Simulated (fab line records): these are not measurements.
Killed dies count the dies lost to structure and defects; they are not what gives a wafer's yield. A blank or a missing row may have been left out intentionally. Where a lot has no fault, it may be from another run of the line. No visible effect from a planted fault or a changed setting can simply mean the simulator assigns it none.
Which tool did it? || flow gf180mcu || Sampling: 6 lots, 18 wafers, 3 of 602 route steps

== WHAT EACH GAUGE READ, for each wafer ==
GF_V2_THK_MEAS_25: measures by xrf.
{"lot": "L244", "measured": "day 20 15:02", "on": "film metro-03", "V2_W_THK (nm)": "361 367 370"}
{"lot": "L247", "measured": "day 21 21:35", "on": "film metro-01", "V2_W_THK (nm)": "355 351 355"}
{"lot": "L251", "measured": "day 23 06:27", "on": "film metro-03", "V2_W_THK (nm)": "364 356 359"}
{"lot": "L254", "measured": "day 24 11:48", "on": "film metro-04", "V2_W_THK (nm)": "355 355 356"}
{"lot": "L257", "measured": "day 25 09:13", "on": "film metro-03", "V2_W_THK (nm)": "354 352 349"}
{"lot": "L265", "measured": "day 27 15:52", "on": "film metro-01", "V2_W_THK (nm)": "354 360 359"}

== WHAT TOOL EACH LOT RAN ON (gives the tool, then ch and the chambers of the sampled wafers, and finally the start) ==
{"lot": "L244", "GF_MVSD_STRIP_10": "plasma asher-04 ch 0,1, day 4 15:39", "GF_V2_CVD_23": "cvd w-02 ch 0,1, day 20 14:47"}
{"lot": "L247", "GF_MVSD_STRIP_10": "plasma asher-04 ch 0,1, day 5 09:36", "GF_V2_CVD_23": "cvd w-01 ch 0,1, day 21 21:22"}
{"lot": "L251", "GF_MVSD_STRIP_10": "plasma asher-03 ch 0,1, day 6 08:22", "GF_V2_CVD_23": "cvd w-02 ch 0,1, day 23 06:13"}
{"lot": "L254", "GF_MVSD_STRIP_10": "plasma asher-03 ch 0,1, day 7 02:21", "GF_V2_CVD_23": "cvd w-02 ch 0,1, day 24 11:34"}
{"lot": "L257", "GF_MVSD_STRIP_10": "plasma asher-04 ch 0,1, day 7 19:18", "GF_V2_CVD_23": "cvd w-01 ch 0,1, day 25 09:00"}
{"lot": "L265", "GF_MVSD_STRIP_10": "plasma asher-04 ch 0,1, day 9 19:13", "GF_V2_CVD_23": "cvd w-02 ch 0,1, day 27 15:37"}
- GF_MVSD_STRIP_10: strips in O2/N2.
- GF_V2_CVD_23: deposits W, target thk 350 nm, time 104.94 s.

== THE ANSWER, worked out from the rows above alone ==
Rule: the usual values come from the lots themselves. The widest of any qualifying gaps counts: lots, ordered by their means at a reading, are off when they make up no more than a third of the lots, leave a main group of 4 or more, and stand apart from it by 3 or more times the standard deviation of that group's means. A main group whose means are all the same, to the digits that the tables above print for the reading, isn't used. Also off: a lot with no number at a reading for which 4 or more lots have one. All remaining lots with rows at the step are treated as sound.
No lot is off on any of the readings shown, so nothing can be concluded from this.

== WHAT THE SIMULATOR HAD INSERTED ==
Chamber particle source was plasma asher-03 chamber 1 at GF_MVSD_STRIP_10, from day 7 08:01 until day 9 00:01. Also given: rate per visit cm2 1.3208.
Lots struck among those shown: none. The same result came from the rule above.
